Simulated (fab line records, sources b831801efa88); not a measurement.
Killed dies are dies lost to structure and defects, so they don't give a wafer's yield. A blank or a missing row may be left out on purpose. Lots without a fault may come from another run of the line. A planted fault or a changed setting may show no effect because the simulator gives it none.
Which tool did it? | flow gf180mcu | 6 lots, 18 wafers sampled, at 2 steps of a route of 602

WHAT THE GAUGES READ, wafer by wafer
GF_HV_LDD_TW_MEAS_50.
lot  | measured     | on            | HV_LDD_4_TW
L694 | day 13 12:00 | film_metro-04 | 573 572 576
L696 | day 14 11:34 | film_metro-02 | 572 568 571
L698 | day 15 04:11 | film_metro-03 | 563 564 564
L705 | day 17 21:25 | film_metro-03 | 545 546 547 551 553 549
L708 | day 18 17:35 | film_metro-03 | 571 567 562
L711 | day 19 13:31 | film_metro-02 | 574 572 573

WHICH TOOL RAN EACH LOT (tool, then ch and the chambers of the sampled wafers, then the start)
lot  | GF_HV_LDD_IMPLANT_48
L694 | implanter-04 ch 0, day 13 11:46
L696 | implanter-02 ch 0, day 14 11:19
L698 | implanter-02 ch 0, day 15 03:56
L705 | implanter-02 ch 0, day 17 21:11
L708 | implanter-04 ch 0, day 18 17:22
L711 | implanter-03 ch 0, day 19 13:16
- GF_HV_LDD_IMPLANT_48

THE ANSWER, worked out from the rows above alone
Rule: what is usual is taken from the lots themselves. Put in order of their means at a reading, lots are off if they are a third of the lots or fewer, leave a main group of 4 or more, and stand apart from it by a gap of 3 or more times the standard deviation of the main group's means; of several such gaps the widest counts. A main group whose means are all the same, to the digits that the tables above print for the reading, isn't used. A lot without any number at a reading at which 4 lots or more have one is off too. The other lots that the step has rows for count as sound.
Off: L705, at GF_HV_LDD_TW_MEAS_50 (HV_LDD_4_TW). The main group: mean 569, standard deviation 3.8.
A tool fits if, at a process step before that reading, it ran every lot that is off, and no sound lot after the first of them. The gauges at GF_HV_LDD_TW_MEAS_50 are tried like those tools. One fits: implanter-02 at GF_HV_LDD_IMPLANT_48. Its last sound lot is L698 (day 15 03:56), its first lot that is off L705 (day 17 21:11): a fault that began between those two fits.

WHAT THE SIMULATOR HAD PUT IN
Process parameter drift: implanter-02, from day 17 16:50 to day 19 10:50, at GF_HV_LDD_IMPLANT_48. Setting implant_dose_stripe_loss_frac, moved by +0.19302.
Lots struck among those shown: L705. The rule above found the same.
